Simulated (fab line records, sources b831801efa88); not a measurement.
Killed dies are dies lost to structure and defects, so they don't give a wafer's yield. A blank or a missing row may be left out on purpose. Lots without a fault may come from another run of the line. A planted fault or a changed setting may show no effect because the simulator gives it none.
Chamber matching | flow sky130 | SKY_CONTACT_ETCH_17 on rie_diel-04: 3 sister chambers
The step etches SiO2 in C4F8/O2/Ar, stops on Si3N4, target depth 340 nm. 3 wafers are shown with their chamber, then 7 later ones without.

WAFERS WITH THEIR CHAMBER
wafer  | chamber | oes_product_au (a.u.)
L802.3 | 1       | 0.886
L803.3 | 0       | 0.903
L803.4 | 2       | 0.890

WAFERS WITHOUT THEIR CHAMBER
wafer  | oes_product_au (a.u.)
L803.6 | 0.897
L809.3 | 0.893
L809.6 | 0.895
L810.2 | 0.893
L819.2 | 0.887
L819.4 | 0.895
L819.5 | 0.901

WHICH CHAMBER EACH WENT THROUGH
wafer  | from the rows above          | in truth
L803.6 | can't be placed: 0 or 2 or 1 | 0
L809.3 | can't be placed: 2 or 1 or 0 | 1
L809.6 | can't be placed: 2 or 0 or 1 | 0
L810.2 | can't be placed: 2 or 1 or 0 | 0
L819.2 | can't be placed: 1 or 2      | 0
L819.4 | can't be placed: 2 or 0 or 1 | 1
L819.5 | 0                            | 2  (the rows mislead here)
Placed correctly: 0 of 7. Can't be placed from these rows: 6 (the true chamber is among the candidates in 5). Placed wrongly: 1.
How it was worked out, from the rows above alone: a wafer's distance from a chamber is the root of the sum, over the readings, of the square of ((its reading less the chamber's mean) divided by the reading's scatter). The wafer belongs to the nearest chamber; if the next one is less than 2 further off, it can't be placed. A chamber's mean is the mean of its shown wafers. The scatter: with one shown wafer a chamber, the root of the mean of the squares of how far each hidden wafer lies from its nearest shown one.
